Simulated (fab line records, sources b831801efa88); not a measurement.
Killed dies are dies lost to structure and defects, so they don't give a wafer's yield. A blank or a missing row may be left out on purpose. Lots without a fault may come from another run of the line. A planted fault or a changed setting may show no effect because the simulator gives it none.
Which tool did it? | flow gf180mcu | 12 lots, 36 wafers sampled, at 5 steps of a route of 602

WHAT THE GAUGES READ, wafer by wafer
GF_V4_RS_MEAS_24: measures by four-point-probe.
lot  | measured     | on            | V4_W_RS (ohm/sq)
L932 | day 24 14:41 | film_metro-02 | 0.326 0.322 0.321
L933 | day 24 17:27 | film_metro-03 | 0.332 0.330 0.330
L936 | day 25 18:52 | film_metro-04 | 0.323 0.324 0.319
L937 | day 26 00:17 | film_metro-02 | 0.326 0.320 0.325
L938 | day 26 19:11 | film_metro-03 | 0.330 0.329 0.333
L940 | day 26 21:06 | film_metro-03 | 0.329 0.335 0.326
L942 | day 27 17:07 | film_metro-03 | 0.329 0.333 0.327
L943 | day 28 02:27 | film_metro-02 | 0.336 0.333 0.328
L947 | day 29 04:43 | film_metro-04 | 0.328 0.325 0.328
L951 | day 30 08:40 | film_metro-03 | 0.328 0.332 0.325
L954 | day 31 00:41 | film_metro-04 | 0.331 0.333 0.331
L955 | day 31 15:24 | film_metro-03 | 0.330 0.332 0.328

GF_V5_THK_MEAS_03.
lot  | measured     | on            | V5_CVD_02_THK (nm)
L932 | day 26 11:15 | film_metro-01 | 1437 1462 1478
L933 | day 26 13:53 | film_metro-01 | 1440 1444 1434
L936 | day 27 13:20 | film_metro-01 | 1449 1428 1460
L937 | day 27 19:30 | film_metro-01 | 1403 1430 1442
L938 | day 28 13:14 | film_metro-02 | 1453 1446 1431
L940 | day 28 14:52 | film_metro-03 | 1454 1420 1448
L942 | day 29 10:29 | film_metro-02 | 1446 1437 1443
L943 | day 29 19:14 | film_metro-02 | 1474 1483 1487
L947 | day 30 19:18 | film_metro-03 | 1442 1454 1477
L951 | day 31 22:23 | film_metro-01 | 1449 1472 1459
L954 | day 32 12:43 | film_metro-03 | 1353 1368 1368
L955 | day 33 02:05 | film_metro-02 | 1362 1350 1372

WHICH TOOL RAN EACH LOT (tool, then ch and the chambers of the sampled wafers, then the start)
lot  | GF_MIM_SPUTTER_01            | GF_MIM_SPUTTER_03            | GF_V5_CVD_02
L932 | pvd_sputter-04, day 24 15:15 | pvd_sputter-04, day 24 15:19 | pecvd-01 ch 0,2, day 26 11:08
L933 | pvd_sputter-04, day 24 17:59 | pvd_sputter-04, day 24 18:03 | pecvd-01 ch 0,1,2, day 26 13:45
L936 | pvd_sputter-04, day 25 19:27 | pvd_sputter-04, day 25 19:31 | pecvd-03 ch 0,2, day 27 13:13
L937 | pvd_sputter-04, day 26 00:51 | pvd_sputter-04, day 26 00:55 | pecvd-01 ch 1,2, day 27 19:23
L938 | pvd_sputter-01, day 26 19:46 | pvd_sputter-01, day 26 19:49 | pecvd-02 ch 0,1,2, day 28 13:08
L940 | pvd_sputter-02, day 26 21:40 | pvd_sputter-02, day 26 21:43 | pecvd-03 ch 0,2, day 28 14:45
L942 | pvd_sputter-04, day 27 17:41 | pvd_sputter-04, day 27 17:45 | pecvd-02 ch 0,1,2, day 29 10:23
L943 | pvd_sputter-01, day 28 02:59 | pvd_sputter-01, day 28 03:03 | pecvd-02 ch 0,1,2, day 29 19:07
L947 | pvd_sputter-02, day 29 05:17 | pvd_sputter-02, day 29 05:21 | pecvd-02 ch 0,1, day 30 19:08
L951 | pvd_sputter-02, day 30 09:11 | pvd_sputter-02, day 30 09:15 | pecvd-01 ch 0,1,2, day 31 22:17
L954 | pvd_sputter-02, day 31 01:14 | pvd_sputter-02, day 31 01:18 | pecvd-01 ch 0,1,2, day 32 12:37
L955 | pvd_sputter-04, day 31 15:59 | pvd_sputter-04, day 31 16:02 | pecvd-01 ch 0,1,2, day 33 01:59
- GF_MIM_SPUTTER_01: material TiN, target thk 30 nm, time 25 s.
- GF_MIM_SPUTTER_03: material Ti, target thk 10 nm, time 6.7 s.
- GF_V5_CVD_02: deposits SiO2 from TEOS, target thk 1450 nm, time 163.28 s.

WHAT THE TOOLS THEMSELVES READ (means of the sampled wafers that have a number; where no wafer has one, the mark that the record gives instead)
GF_MIM_SPUTTER_01.
lot  | tool           | cathode_dc_power_W (W) | throttle_valve_pct (%)
L932 | pvd_sputter-04 | 6499.7                 | 29.7
L933 | pvd_sputter-04 | 6499.6                 | 30.6
L936 | pvd_sputter-04 | 6499.4                 | 29.9
L937 | pvd_sputter-04 | 6500.1                 | 30.6
L938 | pvd_sputter-01 | 6501.2                 | 29.5
L940 | pvd_sputter-02 | 6499.2                 | 29.4
L942 | pvd_sputter-04 | 6499.8                 | 30.7
L943 | pvd_sputter-01 | 6501.6                 | 30.4
L947 | pvd_sputter-02 | 6500.4                 | 29.9
L951 | pvd_sputter-02 | 6500.3                 | 28.6
L954 | pvd_sputter-02 | 6500.0                 | 29.2
L955 | pvd_sputter-04 | 6501.4                 | 29.9

GF_MIM_SPUTTER_03.
lot  | tool           | cathode_dc_power_W (W) | throttle_valve_pct (%)
L932 | pvd_sputter-04 | 3000.3                 | 29.8
L933 | pvd_sputter-04 | 2999.8                 | 30.7
L936 | pvd_sputter-04 | 2999.5                 | 30.0
L937 | pvd_sputter-04 | 3000.1                 | 30.7
L938 | pvd_sputter-01 | 3000.0                 | 29.6
L940 | pvd_sputter-02 | 3000.0                 | 29.4
L942 | pvd_sputter-04 | 3000.0                 | 30.6
L943 | pvd_sputter-01 | 3000.3                 | 30.4
L947 | pvd_sputter-02 | 3000.5                 | 30.1
L951 | pvd_sputter-02 | 2999.7                 | 28.7
L954 | pvd_sputter-02 | 3000.2                 | 29.1
L955 | pvd_sputter-04 | 2999.9                 | 29.8

GF_V5_CVD_02.
lot  | tool     | heater_power_w (W) | rf_fwd_power_W (W) | susceptor_temp_C (C)
L932 | pecvd-01 | 729                | 597.6              | 399.98
L933 | pecvd-01 | 664                | 598.4              | 400.10
L936 | pecvd-03 | 657                | 596.7              | 399.86
L937 | pecvd-01 | 713                | 599.5              | 399.97
L938 | pecvd-02 | 661                | 597.1              | 400.15
L940 | pecvd-03 | 658                | 597.2              | 400.04
L942 | pecvd-02 | 675                | 595.9              | 400.17
L943 | pecvd-02 | 596                | 598.1              | 399.87
L947 | pecvd-02 | 558                | 600.6              | 399.88
L951 | pecvd-01 | 624                | 599.1              | 399.98
L954 | pecvd-01 | 678                | 501.7              | 399.94
L955 | pecvd-01 | 695                | 502.4              | 400.21

THE ANSWER, worked out from the rows above alone
Rule: what is usual is taken from the lots themselves. Put in order of their means at a reading, lots are off if they are a third of the lots or fewer, leave a main group of 4 or more, and stand apart from it by a gap of 3 or more times the standard deviation of the main group's means; of several such gaps the widest counts. A main group whose means are all the same, to the digits that the tables above print for the reading, isn't used. A lot without any number at a reading at which 4 lots or more have one is off too. The other lots that the step has rows for count as sound. The gauges are gone through in route order, then the tools' own readings, and for those a lot's mean is taken as printed above. The first step at which some lot is off is used, and at that step the reading that is off furthest; a lot without a number counts as furthest.
Off: L954, L955, at GF_V5_THK_MEAS_03 (V5_CVD_02_THK). The main group: mean 1449 nm, standard deviation 15.
A tool fits if, at a process step before that reading, it ran every lot that is off, and no sound lot after the first of them. The gauges at GF_V5_THK_MEAS_03 aren't tried: what is off there is off at GF_V5_CVD_02 too, on other tools, and a gauge's error can't cause that. One fits: pecvd-01 at GF_V5_CVD_02. Its last sound lot is L951 (day 31 22:17), its first lot that is off L954 (day 32 12:37): a fault that began between those two fits.
The tool's own readings at GF_V5_CVD_02 bear it out: on the lots that are off they differ by more than 5 times the standard deviation of the sound lots' means. rf_fwd_power_W reads 502.0 W there against 598.0 W on the sound lots.

WHAT THE SIMULATOR HAD PUT IN
Process parameter drift: pecvd-01, from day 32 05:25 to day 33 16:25, at GF_V5_CVD_02. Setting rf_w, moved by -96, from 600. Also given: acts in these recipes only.
Lots struck among those shown: L954, L955. The rule above found the same.
